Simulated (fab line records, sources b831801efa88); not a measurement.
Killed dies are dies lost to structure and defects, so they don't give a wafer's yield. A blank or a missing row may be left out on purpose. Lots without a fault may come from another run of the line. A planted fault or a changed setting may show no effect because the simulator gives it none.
Which tool did it? | flow sky130 | 13 lots, 39 wafers sampled, at 4 steps of a route of 708

WHAT THE GAUGES READ, wafer by wafer
SKY_CAP2M_OVL_MEAS_12. Usual: CAP2M_OVL -0.7 nm, standard deviation 1.6.
lot  | measured     | on         | CAP2M_OVL (nm) | flag
L284 | day 40 21:20 | overlay-02 | -1.6 -1.0 -1.7 |
L285 | day 41 03:17 | overlay-02 | -2.3 -2.6 -2.0 |
L287 | day 41 23:39 | overlay-02 | -0.7 -3.0 -2.7 |
L294 | day 43 17:57 | overlay-02 | -4.1 -3.2 -3.4 |
L295 | day 44 01:06 | overlay-02 | -3.3 -1.6 -2.8 |
L296 | day 44 08:03 | overlay-02 | -1.3 -0.1 0.0  |
L299 | day 45 08:16 | overlay-02 | -0.9 -0.8 2.5  |
L301 | day 45 16:42 | overlay-02 | -2.4 -4.2 -1.5 |
L303 | day 46 03:45 | overlay-01 | -0.5 2.5 2.2   |
L304 | day 46 08:09 | overlay-02 | -2.5 -1.6 0.5  |
L305 | day 46 18:27 | overlay-02 | -2.7 -0.3 0.1  |
L306 | day 47 04:56 | overlay-01 | 3.3 1.1 2.6    |
L307 | day 47 10:24 | overlay-01 | -0.8 -0.1 0.4  |

WHICH TOOL RAN EACH LOT (tool, then ch and the chambers of the sampled wafers, then the start)
lot  | SKY_GATE_OXIDE_OXIDATION_16   | SKY_VIA3_CMP_02               | SKY_METAL4_SPUTTER_04
L284 | furnace-01 ch 0, day 14 00:49 | cmp-01 ch 0,1, day 38 18:07   | pvd_sputter-03, day 39 21:07
L285 | furnace-02 ch 0, day 14 09:52 | cmp-01 ch 0,2, day 39 00:36   | pvd_sputter-04, day 40 02:41
L287 | furnace-02 ch 0, day 15 02:02 | cmp-01 ch 1,3, day 39 21:06   | pvd_sputter-03, day 40 23:21
L294 | furnace-01 ch 0, day 17 08:09 | cmp-01 ch 0,1,3, day 41 17:22 | pvd_sputter-02, day 42 19:04
L295 | furnace-01 ch 0, day 17 18:56 | cmp-02 ch 2,3, day 42 01:06   | pvd_sputter-04, day 43 02:13
L296 | furnace-01 ch 0, day 18 04:15 | cmp-01 ch 0,1,2, day 42 08:40 | pvd_sputter-02, day 43 09:40
L299 | furnace-02 ch 0, day 19 13:20 | cmp-01 ch 0,1,2, day 43 09:56 | pvd_sputter-03, day 44 10:37
L301 | furnace-02 ch 0, day 20 00:03 | cmp-02 ch 1,2,3, day 43 19:18 | pvd_sputter-03, day 44 19:51
L303 | furnace-01 ch 0, day 20 17:20 | cmp-02 ch 0,2,3, day 44 07:07 | pvd_sputter-04, day 45 06:44
L304 | furnace-02 ch 0, day 20 23:20 | cmp-02 ch 1,2,3, day 44 11:32 | pvd_sputter-03, day 45 11:03
L305 | furnace-02 ch 0, day 21 16:02 | cmp-02 ch 1,2,3, day 44 23:07 | pvd_sputter-03, day 45 22:37
L306 | furnace-02 ch 0, day 22 06:08 | cmp-01 ch 0,1,3, day 45 09:25 | pvd_sputter-04, day 46 08:46
L307 | furnace-01 ch 0, day 22 16:34 | cmp-02 ch 1,2, day 45 15:10   | pvd_sputter-02, day 46 14:22
- SKY_GATE_OXIDE_OXIDATION_16: stabilise 600 s, purge 300 s, target thk 3.57 nm.
- SKY_VIA3_CMP_02: polishes SiO2.
- SKY_METAL4_SPUTTER_04: material TiN, target thk 70 nm, time 58.3 s.

WHAT THE TOOLS THEMSELVES READ (means of the sampled wafers that have a number; where no wafer has one, the mark that the record gives instead)
SKY_GATE_OXIDE_OXIDATION_16. Usual: ramp_up_c_per_min 10.000, standard deviation 0.0017; spike_tc_bottom_C 818.9 C, standard deviation 1.4; spike_tc_centre_C 800.8 C, standard deviation 1.1; spike_tc_lower_C 800.7 C, standard deviation 0.96; spike_tc_top_C 815.3 C, standard deviation 1.8; spike_tc_upper_C 801.8 C, standard deviation 1.1; tube_center_temp_C_max 802.1, standard deviation 0.32; zone_power_centre_pct 14.68 %, standard deviation 0.19.
lot  | tool       | ramp_up_c_per_min | spike_tc_bottom_C (C) | spike_tc_centre_C (C) | spike_tc_lower_C (C) | spike_tc_top_C (C) | spike_tc_upper_C (C) | tube_center_temp_C_max | zone_power_centre_pct (%) | flag
L284 | furnace-01 | 10.001            | 816.7                 | 801.3                 | 801.0                | 817.7              | 802.1                | 802.3                  | 14.28                     |
L285 | furnace-02 | 10.002            | 818.7                 | 801.7                 | 800.8                | 814.5              | 801.2                | 802.3                  | 14.62                     |
L287 | furnace-02 | 9.999             | 818.7                 | 798.9                 | 801.2                | 814.2              | 801.0                | 802.0                  | 14.79                     |
L294 | furnace-01 | 10.000            | 817.0                 | 800.7                 | 800.5                | 818.5              | 802.9                | 801.9                  | 14.46                     |
L295 | furnace-01 | 9.999             | 807.4                 | 791.5                 | 791.6                | 807.0              | 792.6                | 802.1                  | 14.24                     | OFF
L296 | furnace-01 | 9.999             | 808.0                 | 791.3                 | 791.7                | 807.1              | 792.8                | 802.0                  | 14.24                     | OFF
L299 | furnace-02 | 10.001            | 819.1                 | 799.7                 | 801.6                | 814.1              | 801.1                | 802.1                  | 14.73                     |
L301 | furnace-02 | 10.000            | 819.7                 | 800.8                 | 801.2                | 814.6              | 802.0                | 802.0                  | 14.76                     |
L303 | furnace-01 | 9.999             | 816.9                 | 800.7                 | 801.4                | 817.4              | 802.7                | 801.8                  | 14.47                     |
L304 | furnace-02 | 9.999             | 820.0                 | 799.7                 | 799.9                | 814.2              | 801.1                | 802.0                  | 14.71                     |
L305 | furnace-02 | 9.999             | 820.6                 | 800.8                 | 801.2                | 815.5              | 801.5                | 801.7                  | 14.85                     |
L306 | furnace-02 | 10.001            | 818.7                 | 801.0                 | 801.0                | 814.7              | 800.2                | 802.1                  | 14.67                     |
L307 | furnace-01 | 10.000            | 817.6                 | 800.6                 | 800.2                | 816.8              | 802.1                | 802.2                  | 14.61                     |

SKY_VIA3_CMP_02. Usual: head_pressure_psi 3.999 psi, standard deviation 0.0083; motor_current_A 12.8 A, standard deviation 0.73.
lot  | tool   | head_pressure_psi (psi) | motor_current_A (A) | flag
L284 | cmp-01 | 4.002                   | 13.0                |
L285 | cmp-01 | 3.984                   | 13.1                |
L287 | cmp-01 | 4.001                   | 13.0                |
L294 | cmp-01 | 3.994                   | 13.1                |
L295 | cmp-02 | 3.995                   | 12.0                |
L296 | cmp-01 | 4.005                   | 13.3                |
L299 | cmp-01 | 4.000                   | 13.6                |
L301 | cmp-02 | 4.001                   | 12.3                |
L303 | cmp-02 | 3.995                   | 12.9                |
L304 | cmp-02 | 4.002                   | 12.4                |
L305 | cmp-02 | 3.997                   | 11.9                |
L306 | cmp-01 | 4.001                   | 13.1                |
L307 | cmp-02 | 3.990                   | 11.8                |

SKY_METAL4_SPUTTER_04. Usual: throttle_valve_pct 30.5 %, standard deviation 0.98.
lot  | tool           | throttle_valve_pct (%) | flag
L284 | pvd_sputter-03 | 30.4                   |
L285 | pvd_sputter-04 | 30.5                   |
L287 | pvd_sputter-03 | 31.0                   |
L294 | pvd_sputter-02 | 30.8                   |
L295 | pvd_sputter-04 | 29.8                   |
L296 | pvd_sputter-02 | 30.9                   |
L299 | pvd_sputter-03 | 29.2                   |
L301 | pvd_sputter-03 | 30.4                   |
L303 | pvd_sputter-04 | 29.6                   |
L304 | pvd_sputter-03 | 31.5                   |
L305 | pvd_sputter-03 | 31.5                   |
L306 | pvd_sputter-04 | 29.7                   |
L307 | pvd_sputter-02 | 30.8                   |

THE ANSWER, worked out from the rows above alone
Rule: a lot is off if the mean of its wafers that have a number lies more than 3 standard deviations from the usual mean. A lot without any number at a reading at which 4 lots or more have one is off too. The other lots that the step has rows for count as sound. The gauges are gone through in route order, then the tools' own readings, and for those a lot's mean is taken as printed above. The first step at which some lot is off is used, and at that step the reading that is off furthest; a lot without a number counts as furthest.
Off: L295, L296, at SKY_GATE_OXIDE_OXIDATION_16 (spike_tc_lower_C).
A tool fits if, at that step or a process step before it, it ran every lot that is off, and no sound lot after the first of them. None of those tried fits.

WHAT THE SIMULATOR HAD PUT IN
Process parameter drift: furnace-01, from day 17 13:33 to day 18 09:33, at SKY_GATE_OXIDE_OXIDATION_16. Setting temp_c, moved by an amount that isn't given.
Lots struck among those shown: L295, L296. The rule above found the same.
